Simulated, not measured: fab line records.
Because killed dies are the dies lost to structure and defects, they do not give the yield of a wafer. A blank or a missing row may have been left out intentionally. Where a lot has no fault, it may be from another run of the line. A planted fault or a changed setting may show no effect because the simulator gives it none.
Tool commonality check / flow sky130 / Sampled: 11 lots, 33 wafers

REASON IT WAS OPENED
Of 11 lots, 3 have the reading SD_P_TW flagged at SKY_SD_P_TW_MEAS_11. No-fault wafers: 2795, standard deviation 20.
Rule: flag the lot when none of its wafers has a number, or when each of its wafers that has one lies beyond 4 standard deviations from that mean. All remaining lots are regarded as sound.

lot=L249; measured=day 25 17:58; on=film metro-03; SD_P_TW, wafer by wafer=2781 2778 2788; flag=
lot=L250; measured=day 27 10:46; on=film metro-04; SD_P_TW, wafer by wafer=2797 2787 2794; flag=
lot=L256; measured=day 28 04:11; on=film metro-04; SD_P_TW, wafer by wafer=2808 2796 2816; flag=
lot=L258; measured=day 29 00:47; on=film metro-04; SD_P_TW, wafer by wafer=2799 2818 2804; flag=
lot=L259; measured=day 29 13:10; on=film metro-04; SD_P_TW, wafer by wafer=2813 2809 2797; flag=
lot=L260; measured=day 30 02:52; on=film metro-03; SD_P_TW, wafer by wafer=2790 2781 2776; flag=
lot=L261; measured=day 30 06:58; on=film metro-02; SD_P_TW, wafer by wafer=2825 2826 2834; flag=
lot=L263; measured=day 30 13:32; on=film metro-02; SD_P_TW, wafer by wafer=2620 2626 2638; flag=FLAGGED
lot=L264; measured=day 30 23:16; on=film metro-02; SD_P_TW, wafer by wafer=2620 2617 2627; flag=FLAGGED
lot=L265; measured=day 31 01:05; on=film metro-03; SD_P_TW, wafer by wafer=2785 2774 2759; flag=
lot=L266; measured=day 32 00:28; on=film metro-02; SD_P_TW, wafer by wafer=2622 2610 2626; flag=FLAGGED
Average over the flagged lots: 2623; offset from the usual -172, equal to -9 standard deviations.

EACH LOT AND THE TOOL IT RAN ON
2 process steps preceding the reading are held in the record, out of 708 steps in the route. Read each cell as the tool, then ch plus the chambers that the sampled wafers visited, then the start.
lot=L249; flag=; SKY_SD_P_IMPLANT_09=implanter-01 ch 0, day 25 17:43; SKY_SD_P_STRIP_10=plasma asher-04 ch 0,1, day 25 17:52
lot=L250; flag=; SKY_SD_P_IMPLANT_09=implanter-03 ch 0, day 27 10:32; SKY_SD_P_STRIP_10=plasma asher-03 ch 0,1, day 27 10:40
lot=L256; flag=; SKY_SD_P_IMPLANT_09=implanter-04 ch 0, day 28 03:56; SKY_SD_P_STRIP_10=plasma asher-04 ch 0,1, day 28 04:05
lot=L258; flag=; SKY_SD_P_IMPLANT_09=implanter-01 ch 0, day 29 00:32; SKY_SD_P_STRIP_10=plasma asher-02 ch 0,1, day 29 00:41
lot=L259; flag=; SKY_SD_P_IMPLANT_09=implanter-01 ch 0, day 29 12:55; SKY_SD_P_STRIP_10=plasma asher-03 ch 0,1, day 29 13:04
lot=L260; flag=; SKY_SD_P_IMPLANT_09=implanter-03 ch 0, day 30 02:40; SKY_SD_P_STRIP_10=plasma asher-03 ch 0,1, day 30 02:47
lot=L261; flag=; SKY_SD_P_IMPLANT_09=implanter-03 ch 0, day 30 06:43; SKY_SD_P_STRIP_10=plasma asher-03 ch 0,1, day 30 06:52
lot=L263; flag=FLAGGED; SKY_SD_P_IMPLANT_09=implanter-03 ch 0, day 30 13:17; SKY_SD_P_STRIP_10=plasma asher-02 ch 1, day 30 13:26
lot=L264; flag=FLAGGED; SKY_SD_P_IMPLANT_09=implanter-03 ch 0, day 30 23:01; SKY_SD_P_STRIP_10=plasma asher-03 ch 0,1, day 30 23:10
lot=L265; flag=; SKY_SD_P_IMPLANT_09=implanter-01 ch 0, day 31 00:52; SKY_SD_P_STRIP_10=plasma asher-03 ch 0,1, day 31 00:59
lot=L266; flag=FLAGGED; SKY_SD_P_IMPLANT_09=implanter-03 ch 0, day 32 00:13; SKY_SD_P_STRIP_10=plasma asher-03 ch 0,1, day 32 00:22
What the steps here do:
- SKY_SD_P_IMPLANT_09
- SKY_SD_P_STRIP_10: strips in O2/N2.
- SKY_SD_P_TW_MEAS_11

FLAGGED AGAINST TOTAL, ONE TOOL AT A TIME (gauges that did the reading follow at the end)
step=SKY_SD_P_IMPLANT_09; tool=implanter-01; lots run=4; flagged=0; share of the flagged lots=none; sound lots run after its first flagged lot=-
step=SKY_SD_P_IMPLANT_09; tool=implanter-03; lots run=6; flagged=3; share of the flagged lots=all; sound lots run after its first flagged lot=0
step=SKY_SD_P_IMPLANT_09; tool=implanter-04; lots run=1; flagged=0; share of the flagged lots=none; sound lots run after its first flagged lot=-
step=SKY_SD_P_STRIP_10; tool=plasma asher-02; lots run=2; flagged=1; share of the flagged lots=some; sound lots run after its first flagged lot=0
step=SKY_SD_P_STRIP_10; tool=plasma asher-03; lots run=7; flagged=2; share of the flagged lots=some; sound lots run after its first flagged lot=1 (L265)
step=SKY_SD_P_STRIP_10; tool=plasma asher-04; lots run=2; flagged=0; share of the flagged lots=none; sound lots run after its first flagged lot=-
step=SKY_SD_P_TW_MEAS_11; tool=film metro-02; lots run=4; flagged=3; share of the flagged lots=all; sound lots run after its first flagged lot=0
step=SKY_SD_P_TW_MEAS_11; tool=film metro-03; lots run=3; flagged=0; share of the flagged lots=none; sound lots run after its first flagged lot=-
step=SKY_SD_P_TW_MEAS_11; tool=film metro-04; lots run=4; flagged=0; share of the flagged lots=none; sound lots run after its first flagged lot=-

WHAT IS ALLOWED BY THE TABLE
Every flagged lot went through 2 rows of the table: implanter-03 at SKY_SD_P_IMPLANT_09 and film metro-02 at SKY_SD_P_TW_MEAS_11.
- implanter-03 at SKY_SD_P_IMPLANT_09 ran 6 lots, 3 of them flagged. It ran its last sound lot, L261, at day 30 06:43 and its first flagged lot, L263, at day 30 13:17: a fault with its onset between the two fits. Its own readings (dose ions cm2) fall more than 4 standard deviations out on all wafers of the flagged lots.
- film metro-02 at SKY_SD_P_TW_MEAS_11 ran 4 lots, 3 of them flagged. It ran its last sound lot, L261, at day 30 06:58 and its first flagged lot, L263, at day 30 13:32: a fault with its onset between the two fits.
These 2 tools cannot be told apart by counting lots, since each of them fits a fault that started at some hour. More lots, or a look at what each step does to the wafer, might.

WHAT THE SIMULATOR HAD INSERTED
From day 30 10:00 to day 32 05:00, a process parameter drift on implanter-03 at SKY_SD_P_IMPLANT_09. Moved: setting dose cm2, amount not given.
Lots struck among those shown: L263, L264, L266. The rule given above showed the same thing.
